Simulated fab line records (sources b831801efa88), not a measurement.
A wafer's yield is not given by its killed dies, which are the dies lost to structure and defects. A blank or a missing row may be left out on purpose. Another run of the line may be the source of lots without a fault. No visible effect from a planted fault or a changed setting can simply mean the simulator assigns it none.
Which tool is to blame?    flow gf180mcu    Sampling: 6 lots, 18 wafers, 2 of 602 route steps

== WHAT THE GAUGES SHOWED, per wafer ==
GF_HV_LDD_THK_MEAS_57.
lot   measured      on             HV_LDD_CVD_56_THK (nm)
L741  day 13 11:53  film metro-02  90.5 90.6 91.1
L745  day 13 23:32  film metro-02  90.3 89.9 89.7
L755  day 17 16:55  film metro-02  90.8 90.1 90.4
L757  day 18 07:01  film metro-03  90.8 90.4 90.4
L759  day 18 23:13  film metro-02  91.0 91.7 91.9
L761  day 19 17:25  film metro-03  89.9 89.6 89.8

== TOOL THAT RAN EACH LOT (tool first, then ch and the chambers of the sampled wafers, then the start) ==
lot   GF_HV_LDD_CVD_56
L741  lpcvd-02 ch 0, day 13 10:26
L745  lpcvd-02 ch 0, day 13 22:05
L755  lpcvd-01 ch 0, day 17 15:29
L757  lpcvd-01 ch 0, day 18 05:35
L759  lpcvd-02 ch 1, day 18 21:47
L761  lpcvd-02 ch 1, day 19 15:59
- GF_HV_LDD_CVD_56: deposits Si3N4 from DCS/NH3, target thk 90 nm, time 1543 s.

== THE ANSWER, worked out from the rows above alone ==
Rule: usual is defined by the lots themselves. The widest of any qualifying gaps counts: lots, ordered by their means at a reading, are off when they make up no more than a third of the lots, leave a main group of 4 or more, and stand apart from it by 3 or more times the standard deviation of that group's means. Not used: any main group whose means are identical at the precision the tables above print for the reading. A lot without any number at a reading at which 4 lots or more have one is off too. Where the step has rows for the other lots, those lots are counted as sound.
Nothing can be told from this: no lot is off at any reading shown.

== WHAT THE SIMULATOR HAD INSERTED ==
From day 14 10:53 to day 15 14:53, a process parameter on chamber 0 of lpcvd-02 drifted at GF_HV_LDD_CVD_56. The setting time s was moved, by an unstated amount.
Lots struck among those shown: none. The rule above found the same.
